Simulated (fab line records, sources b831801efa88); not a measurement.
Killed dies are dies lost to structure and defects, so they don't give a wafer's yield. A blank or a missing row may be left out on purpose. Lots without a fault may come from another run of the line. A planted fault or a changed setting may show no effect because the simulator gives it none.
Chamber matching | flow sky130 | SKY_CAP2M_CVD_00 on pecvd-03: 3 sister chambers
The step deposits SiO2, target thk 15.5 nm. 3 wafers are shown with their chamber, then 8 later ones without.

WAFERS WITH THEIR CHAMBER
wafer  | chamber | heater_power_w (W)
L084.1 | 0       | 687
L085.3 | 1       | 693
L086.1 | 2       | 711

WAFERS WITHOUT THEIR CHAMBER
wafer  | heater_power_w (W)
L086.3 | 704
L086.6 | 716
L088.1 | 712
L088.3 | 784
L088.6 | 762
L093.3 | 656
L093.4 | 599
L093.5 | 680

WHICH CHAMBER EACH WENT THROUGH
wafer  | from the rows above          | in truth
L086.3 | can't be placed: 2 or 1 or 0 | 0
L086.6 | can't be placed: 2 or 1 or 0 | 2
L088.1 | can't be placed: 2 or 1 or 0 | 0
L088.3 | can't be placed: 2 or 1 or 0 | 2
L088.6 | can't be placed: 2 or 1 or 0 | 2
L093.3 | can't be placed: 0 or 1 or 2 | 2
L093.4 | can't be placed: 0 or 1 or 2 | 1
L093.5 | can't be placed: 0 or 1 or 2 | 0
Placed correctly: 0 of 8. Can't be placed from these rows: 8 (the true chamber is among the candidates in 8). Placed wrongly: 0.
How it was worked out, from the rows above alone: a wafer's distance from a chamber is the root of the sum, over the readings, of the square of ((its reading less the chamber's mean) divided by the reading's scatter). The wafer belongs to the nearest chamber; if the next one is less than 2 further off, it can't be placed. A chamber's mean is the mean of its shown wafers. The scatter: with one shown wafer a chamber, the root of the mean of the squares of how far each hidden wafer lies from its nearest shown one.
